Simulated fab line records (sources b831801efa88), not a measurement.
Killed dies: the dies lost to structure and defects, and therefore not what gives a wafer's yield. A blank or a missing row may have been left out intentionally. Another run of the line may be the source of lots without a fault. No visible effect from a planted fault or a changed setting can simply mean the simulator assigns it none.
The tool behind it: which one? || flow gf180mcu || 12 lots, 36 wafers sampled, at 7 steps of a route of 602

== WHAT THE GAUGES READ, wafer by wafer ==
GF_HV_LDD_CD_MEAS_19: the cd target is 400 nm. Usual: cd_nm 400 nm, standard deviation 3.1.
{"lot": "L170", "measured": "day 10 13:06", "on": "cd_sem-01", "cd_nm (nm)": "397 397 396", "flag": ""}
{"lot": "L171", "measured": "day 10 21:56", "on": "cd_sem-01", "cd_nm (nm)": "403 402 404", "flag": ""}
{"lot": "L172", "measured": "day 11 05:58", "on": "cd_sem-02", "cd_nm (nm)": "400 402 403", "flag": ""}
{"lot": "L173", "measured": "day 11 13:04", "on": "cd_sem-01", "cd_nm (nm)": "403 406 406", "flag": ""}
{"lot": "L181", "measured": "day 15 00:17", "on": "cd_sem-02", "cd_nm (nm)": "- - -", "flag": "OFF"}
{"lot": "L186", "measured": "day 15 22:20", "on": "cd_sem-02", "cd_nm (nm)": "401 400 399", "flag": ""}
{"lot": "L188", "measured": "day 16 12:26", "on": "cd_sem-02", "cd_nm (nm)": "399 402 401", "flag": ""}
{"lot": "L187", "measured": "day 16 12:53", "on": "cd_sem-02", "cd_nm (nm)": "404 404 402", "flag": ""}
{"lot": "L189", "measured": "day 16 18:22", "on": "cd_sem-01", "cd_nm (nm)": "408 406 405", "flag": ""}
{"lot": "L190", "measured": "day 16 23:59", "on": "cd_sem-01", "cd_nm (nm)": "394 395 395", "flag": ""}
{"lot": "L192", "measured": "day 17 16:01", "on": "cd_sem-02", "cd_nm (nm)": "398 398 399", "flag": ""}
{"lot": "L193", "measured": "day 18 01:10", "on": "cd_sem-02", "cd_nm (nm)": "398 397 397", "flag": ""}

GF_HV_LDD_TW_MEAS_23. Usual: HV_LDD_2_TW 1045, standard deviation 11.
{"lot": "L170", "measured": "day 10 13:30", "on": "film_metro-03", "HV_LDD_2_TW": "1027 1023 1030", "flag": ""}
{"lot": "L171", "measured": "day 10 22:20", "on": "film_metro-03", "HV_LDD_2_TW": "1024 1027 1026", "flag": ""}
{"lot": "L172", "measured": "day 11 06:22", "on": "film_metro-01", "HV_LDD_2_TW": "1063 1050 1057", "flag": ""}
{"lot": "L173", "measured": "day 11 13:28", "on": "film_metro-03", "HV_LDD_2_TW": "1037 1028 1028", "flag": ""}
{"lot": "L181", "measured": "day 15 00:42", "on": "film_metro-03", "HV_LDD_2_TW": "30 29 30", "flag": "OFF"}
{"lot": "L186", "measured": "day 15 22:45", "on": "film_metro-01", "HV_LDD_2_TW": "1056 1051 1058", "flag": ""}
{"lot": "L188", "measured": "day 16 12:51", "on": "film_metro-01", "HV_LDD_2_TW": "1058 1056 1058", "flag": ""}
{"lot": "L187", "measured": "day 16 13:17", "on": "film_metro-04", "HV_LDD_2_TW": "1052 1048 1048", "flag": ""}
{"lot": "L189", "measured": "day 16 18:47", "on": "film_metro-04", "HV_LDD_2_TW": "1052 1049 1047", "flag": ""}
{"lot": "L190", "measured": "day 17 00:24", "on": "film_metro-03", "HV_LDD_2_TW": "1042 1042 1036", "flag": ""}
{"lot": "L192", "measured": "day 17 16:26", "on": "film_metro-04", "HV_LDD_2_TW": "1047 1049 1046", "flag": ""}
{"lot": "L193", "measured": "day 18 01:34", "on": "film_metro-01", "HV_LDD_2_TW": "1054 1059 1059", "flag": ""}

GF_HV_LDD_TW_MEAS_50. Usual: HV_LDD_4_TW 566, standard deviation 5.
{"lot": "L170", "measured": "day 12 04:06", "on": "film_metro-01", "HV_LDD_4_TW": "569 564 570", "flag": ""}
{"lot": "L171", "measured": "day 12 13:15", "on": "film_metro-04", "HV_LDD_4_TW": "569 570 572", "flag": ""}
{"lot": "L172", "measured": "day 12 21:22", "on": "film_metro-04", "HV_LDD_4_TW": "565 568 571", "flag": ""}
{"lot": "L173", "measured": "day 13 04:43", "on": "film_metro-03", "HV_LDD_4_TW": "554 555 554", "flag": ""}
{"lot": "L181", "measured": "day 16 21:54", "on": "film_metro-01", "HV_LDD_4_TW": "1101 1105 1106", "flag": "OFF"}
{"lot": "L186", "measured": "day 17 21:26", "on": "film_metro-04", "HV_LDD_4_TW": "565 564 567", "flag": ""}
{"lot": "L188", "measured": "day 18 10:33", "on": "film_metro-04", "HV_LDD_4_TW": "566 568 566", "flag": ""}
{"lot": "L187", "measured": "day 18 10:51", "on": "film_metro-04", "HV_LDD_4_TW": "567 568 564", "flag": ""}
{"lot": "L189", "measured": "day 18 18:15", "on": "film_metro-04", "HV_LDD_4_TW": "565 565 568", "flag": ""}
{"lot": "L190", "measured": "day 18 22:54", "on": "film_metro-01", "HV_LDD_4_TW": "572 571 569", "flag": ""}
{"lot": "L192", "measured": "day 19 16:18", "on": "film_metro-03", "HV_LDD_4_TW": "559 559 560", "flag": ""}
{"lot": "L193", "measured": "day 20 01:16", "on": "film_metro-03", "HV_LDD_4_TW": "559 558 558", "flag": ""}

GF_M2_OVL_MEAS_15. Usual: M2_OVL 2 nm, standard deviation 5.5.
{"lot": "L170", "measured": "day 18 21:00", "on": "overlay-01", "M2_OVL (nm)": "-2 3 3", "flag": ""}
{"lot": "L171", "measured": "day 19 09:02", "on": "overlay-01", "M2_OVL (nm)": "7 0 3", "flag": ""}
{"lot": "L172", "measured": "day 19 17:51", "on": "overlay-01", "M2_OVL (nm)": "4 2 5", "flag": ""}
{"lot": "L173", "measured": "day 20 03:48", "on": "overlay-02", "M2_OVL (nm)": "5 -4 -7", "flag": ""}
{"lot": "L186", "measured": "day 25 02:26", "on": "overlay-01", "M2_OVL (nm)": "-1 0 7", "flag": ""}
{"lot": "L188", "measured": "day 25 14:50", "on": "overlay-01", "M2_OVL (nm)": "4 13 2", "flag": ""}
{"lot": "L187", "measured": "day 25 14:08", "on": "overlay-02", "M2_OVL (nm)": "3 2 10", "flag": ""}
{"lot": "L189", "measured": "day 25 22:08", "on": "overlay-01", "M2_OVL (nm)": "5 10 6", "flag": ""}
{"lot": "L190", "measured": "day 26 02:10", "on": "overlay-01", "M2_OVL (nm)": "-2 -7 -1", "flag": ""}
{"lot": "L192", "measured": "day 26 18:23", "on": "overlay-01", "M2_OVL (nm)": "3 2 -2", "flag": ""}
{"lot": "L193", "measured": "day 27 02:27", "on": "overlay-02", "M2_OVL (nm)": "-3 4 3", "flag": ""}

GF_V2_CD_MEAS_14: the cd target is 260 nm. Usual: cd_nm 259.5 nm, standard deviation 1.3.
{"lot": "L170", "measured": "day 19 20:55", "on": "cd_sem-01", "cd_nm (nm)": "257.7 258.1 257.9", "flag": ""}
{"lot": "L171", "measured": "day 20 10:04", "on": "cd_sem-01", "cd_nm (nm)": "259.5 258.9 258.7", "flag": ""}
{"lot": "L172", "measured": "day 20 19:37", "on": "cd_sem-01", "cd_nm (nm)": "258.2 259.3 258.0", "flag": ""}
{"lot": "L173", "measured": "day 21 05:07", "on": "cd_sem-02", "cd_nm (nm)": "258.9 257.4 258.6", "flag": ""}
{"lot": "L186", "measured": "day 26 00:16", "on": "cd_sem-01", "cd_nm (nm)": "258.6 258.6 258.9", "flag": ""}
{"lot": "L188", "measured": "day 26 13:08", "on": "cd_sem-02", "cd_nm (nm)": "259.4 259.2 258.3", "flag": ""}
{"lot": "L187", "measured": "day 26 11:50", "on": "cd_sem-01", "cd_nm (nm)": "260.5 260.5 259.5", "flag": ""}
{"lot": "L189", "measured": "day 26 20:35", "on": "cd_sem-02", "cd_nm (nm)": "260.3 260.8 260.3", "flag": ""}
{"lot": "L190", "measured": "day 26 23:59", "on": "cd_sem-01", "cd_nm (nm)": "258.7 257.0 259.0", "flag": ""}
{"lot": "L192", "measured": "day 27 15:13", "on": "cd_sem-02", "cd_nm (nm)": "258.9 259.0 259.6", "flag": ""}
{"lot": "L193", "measured": "day 27 23:40", "on": "cd_sem-01", "cd_nm (nm)": "258.3 258.6 258.7", "flag": ""}

== WHICH TOOL RAN EACH LOT (tool, then ch and the chambers of the sampled wafers, then the start) ==
{"lot": "L170", "GF_HV_LDD_EXPOSE_16": "iline_stepper-01 ch 0, day 10 04:19", "GF_M2_STRIP_17": "plasma_asher-03 ch 0,1, day 18 21:17"}
{"lot": "L171", "GF_HV_LDD_EXPOSE_16": "iline_stepper-01 ch 0, day 10 12:49", "GF_M2_STRIP_17": "plasma_asher-03 ch 0,1, day 19 09:13"}
{"lot": "L172", "GF_HV_LDD_EXPOSE_16": "iline_stepper-02 ch 0, day 10 20:55", "GF_M2_STRIP_17": "plasma_asher-04 ch 0,1, day 19 18:01"}
{"lot": "L173", "GF_HV_LDD_EXPOSE_16": "iline_stepper-02 ch 0, day 11 04:07", "GF_M2_STRIP_17": "plasma_asher-03 ch 0,1, day 20 03:58"}
{"lot": "L181", "GF_HV_LDD_EXPOSE_16": "iline_stepper-01 ch 0, day 14 13:28", "GF_M2_STRIP_17": "-"}
{"lot": "L186", "GF_HV_LDD_EXPOSE_16": "iline_stepper-02 ch 0, day 15 11:26", "GF_M2_STRIP_17": "plasma_asher-03 ch 0,1, day 25 02:37"}
{"lot": "L188", "GF_HV_LDD_EXPOSE_16": "iline_stepper-01 ch 0, day 16 01:34", "GF_M2_STRIP_17": "plasma_asher-03 ch 0,1, day 25 15:01"}
{"lot": "L187", "GF_HV_LDD_EXPOSE_16": "iline_stepper-02 ch 0, day 16 01:54", "GF_M2_STRIP_17": "plasma_asher-03 ch 0,1, day 25 14:19"}
{"lot": "L189", "GF_HV_LDD_EXPOSE_16": "iline_stepper-01 ch 0, day 16 07:40", "GF_M2_STRIP_17": "plasma_asher-03 ch 0,1, day 25 22:19"}
{"lot": "L190", "GF_HV_LDD_EXPOSE_16": "iline_stepper-01 ch 0, day 16 13:23", "GF_M2_STRIP_17": "plasma_asher-01 ch 0,1, day 26 02:28"}
{"lot": "L192", "GF_HV_LDD_EXPOSE_16": "iline_stepper-02 ch 0, day 17 05:03", "GF_M2_STRIP_17": "plasma_asher-03 ch 0,1, day 26 18:34"}
{"lot": "L193", "GF_HV_LDD_EXPOSE_16": "iline_stepper-02 ch 0, day 17 14:02", "GF_M2_STRIP_17": "plasma_asher-04 ch 0,1, day 27 02:37"}
- GF_HV_LDD_EXPOSE_16: exposes mask Pplus LV AREA, target cd 400 nm.
- GF_M2_STRIP_17: strips in O2/N2.

== AS READ BY THE TOOLS THEMSELVES (means over the sampled wafers that have a number; for cases with no such wafer, the mark the record gives instead) ==
GF_M2_STRIP_17. Usual: drypump_motor_current_A 6.2 A, standard deviation 0.44; heater_power_w 336 W, standard deviation 40; oes_product_au 0.536 a.u., standard deviation 0.0056; strip_time_to_endpoint_s 7.34 s, standard deviation 0.058.
{"lot": "L170", "tool": "plasma_asher-03", "drypump_motor_current_A (A)": 6.3, "heater_power_w (W)": 354, "oes_product_au (a.u.)": 0.536, "strip_time_to_endpoint_s (s)": 7.32, "flag": ""}
{"lot": "L171", "tool": "plasma_asher-03", "drypump_motor_current_A (A)": 6.3, "heater_power_w (W)": 358, "oes_product_au (a.u.)": 0.536, "strip_time_to_endpoint_s (s)": 7.44, "flag": ""}
{"lot": "L172", "tool": "plasma_asher-04", "drypump_motor_current_A (A)": 6.0, "heater_power_w (W)": 287, "oes_product_au (a.u.)": 0.541, "strip_time_to_endpoint_s (s)": 7.41, "flag": ""}
{"lot": "L173", "tool": "plasma_asher-03", "drypump_motor_current_A (A)": 6.3, "heater_power_w (W)": 361, "oes_product_au (a.u.)": 0.535, "strip_time_to_endpoint_s (s)": 7.27, "flag": ""}
{"lot": "L186", "tool": "plasma_asher-03", "drypump_motor_current_A (A)": 6.3, "heater_power_w (W)": 352, "oes_product_au (a.u.)": 0.536, "strip_time_to_endpoint_s (s)": 7.40, "flag": ""}
{"lot": "L188", "tool": "plasma_asher-03", "drypump_motor_current_A (A)": 5.9, "heater_power_w (W)": 326, "oes_product_au (a.u.)": 0.542, "strip_time_to_endpoint_s (s)": 7.40, "flag": ""}
{"lot": "L187", "tool": "plasma_asher-03", "drypump_motor_current_A (A)": 6.2, "heater_power_w (W)": 358, "oes_product_au (a.u.)": 0.540, "strip_time_to_endpoint_s (s)": 7.33, "flag": ""}
{"lot": "L189", "tool": "plasma_asher-03", "drypump_motor_current_A (A)": 5.9, "heater_power_w (W)": 329, "oes_product_au (a.u.)": 0.533, "strip_time_to_endpoint_s (s)": 7.40, "flag": ""}
{"lot": "L190", "tool": "plasma_asher-01", "drypump_motor_current_A (A)": 6.6, "heater_power_w (W)": 338, "oes_product_au (a.u.)": 0.533, "strip_time_to_endpoint_s (s)": 7.33, "flag": ""}
{"lot": "L192", "tool": "plasma_asher-03", "drypump_motor_current_A (A)": 5.9, "heater_power_w (W)": 329, "oes_product_au (a.u.)": 0.532, "strip_time_to_endpoint_s (s)": 7.32, "flag": ""}
{"lot": "L193", "tool": "plasma_asher-04", "drypump_motor_current_A (A)": 6.0, "heater_power_w (W)": 293, "oes_product_au (a.u.)": 0.529, "strip_time_to_endpoint_s (s)": 7.30, "flag": ""}

== THE ANSWER, worked out from the rows above alone ==
Rule: take the mean of a lot's wafers that have a number; if it is more than 3 standard deviations from the usual mean, the lot is off. A lot without any number at a reading at which 4 lots or more have one is off too. The other lots that the step has rows for count as sound. First the gauges in route order, then the tools' own readings, where a lot's mean is used as printed above. At the first step where some lot is off, the reading lying furthest off is the one used; lots without a number count as furthest.
Off: L181 (GF_HV_LDD_CD_MEAS_19, cd_nm). Without a number there: L181.
A tool fits if, at a process step before that reading, it ran every lot that is off, and no sound lot after the first of them. The gauges at GF_HV_LDD_CD_MEAS_19 aren't tried: what is off there is off at GF_HV_LDD_TW_MEAS_23 too, on other tools, and a gauge's error can't cause that. Not one of the candidates tried fits.

== WHAT THE SIMULATOR HAD PUT IN ==
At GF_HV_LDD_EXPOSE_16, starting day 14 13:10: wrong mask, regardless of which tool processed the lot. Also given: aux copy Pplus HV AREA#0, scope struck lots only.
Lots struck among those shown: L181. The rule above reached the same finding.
